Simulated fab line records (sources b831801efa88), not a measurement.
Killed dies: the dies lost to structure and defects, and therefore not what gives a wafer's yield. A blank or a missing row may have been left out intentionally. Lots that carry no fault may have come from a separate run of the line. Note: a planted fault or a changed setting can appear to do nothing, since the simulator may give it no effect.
Matching of chambers    flow sky130    SKY_VIA3_CMP_02 on cmp-02 has 4 sister chambers
The step polishes SiO2. 4 wafers are shown with their chamber, then 7 later ones without.

== WAFERS, EACH WITH ITS CHAMBER ==
wafer   chamber  motor current A (A)
L236.3  1        15.4
L236.5  0        11.7
L243.1  2        11.6
L243.2  3        10.9

== WAFERS WHOSE CHAMBER IS MISSING ==
wafer   motor current A (A)
L243.6  15.1
L248.2  11.7
L248.3  11.2
L248.5  12.1
L250.1  11.4
L250.2  12.2
L250.4  11.2

== EACH ONE'S CHAMBER ==
wafer   from the rows above           in truth
L243.6  1                             1
L248.2  can't be placed: 0 or 2       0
L248.3  can't be placed: 3 or 2 or 0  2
L248.5  can't be placed: 0 or 2       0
L250.1  can't be placed: 2 or 0 or 3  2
L250.2  can't be placed: 0 or 2       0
L250.4  can't be placed: 3 or 2 or 0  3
Correctly placed: 1 of 7. These rows do not allow placing 6 (true chamber among the candidates in 6). Number placed wrongly: 0.
How it was worked out, from the rows above alone: a wafer's distance from a chamber is the root of the sum, over the readings, of the square of ((its reading less the chamber's mean) divided by the reading's scatter). The wafer belongs to the nearest chamber; if the next one is less than 2 further off, it can't be placed. The mean given for a chamber averages the wafers shown for that chamber. The scatter: root of mean squared gap, hidden wafer to nearest shown wafer, with one shown wafer a chamber.
